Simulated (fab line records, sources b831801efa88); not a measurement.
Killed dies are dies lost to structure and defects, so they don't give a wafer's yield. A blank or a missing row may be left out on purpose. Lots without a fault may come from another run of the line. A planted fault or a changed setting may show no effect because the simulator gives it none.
Chamber matching | flow sky130 | SKY_CONTACT_HDPCVD_02 on hdpcvd-01: 3 sister chambers
The step deposits SiO2, target thk 565 nm, time 94.2 s. 6 wafers are shown with their chamber, then 8 later ones without.

WAFERS WITH THEIR CHAMBER
wafer  | chamber | pressure_mtorr (mTorr)
L182.1 | 0       | 6.017
L182.2 | 2       | 6.000
L183.3 | 1       | 6.008
L183.4 | 2       | 6.006
L183.5 | 0       | 6.003
L193.2 | 1       | 5.998

WAFERS WITHOUT THEIR CHAMBER
wafer  | pressure_mtorr (mTorr)
L193.3 | 6.030
L193.4 | 6.009
L197.1 | 5.985
L197.3 | 6.019
L197.4 | 6.002
L198.2 | 6.017
L198.3 | 6.015
L198.4 | 6.019

WHICH CHAMBER EACH WENT THROUGH
wafer  | from the rows above          | in truth
L193.3 | can't be placed: 0 or 1 or 2 | 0
L193.4 | can't be placed: 0 or 1 or 2 | 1
L197.1 | can't be placed: 1 or 2 or 0 | 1
L197.3 | can't be placed: 0 or 1 or 2 | 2
L197.4 | can't be placed: 1 or 2 or 0 | 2
L198.2 | can't be placed: 0 or 1 or 2 | 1
L198.3 | can't be placed: 0 or 1 or 2 | 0
L198.4 | can't be placed: 0 or 1 or 2 | 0
Placed correctly: 0 of 8. Can't be placed from these rows: 8 (the true chamber is among the candidates in 8). Placed wrongly: 0.
How it was worked out, from the rows above alone: a wafer's distance from a chamber is the root of the sum, over the readings, of the square of ((its reading less the chamber's mean) divided by the reading's scatter). The wafer belongs to the nearest chamber; if the next one is less than 2 further off, it can't be placed. A chamber's mean is the mean of its shown wafers. The scatter: the root of (the sum of the squares of (reading less its chamber's mean) over the shown wafers, divided by (wafers less chambers)).
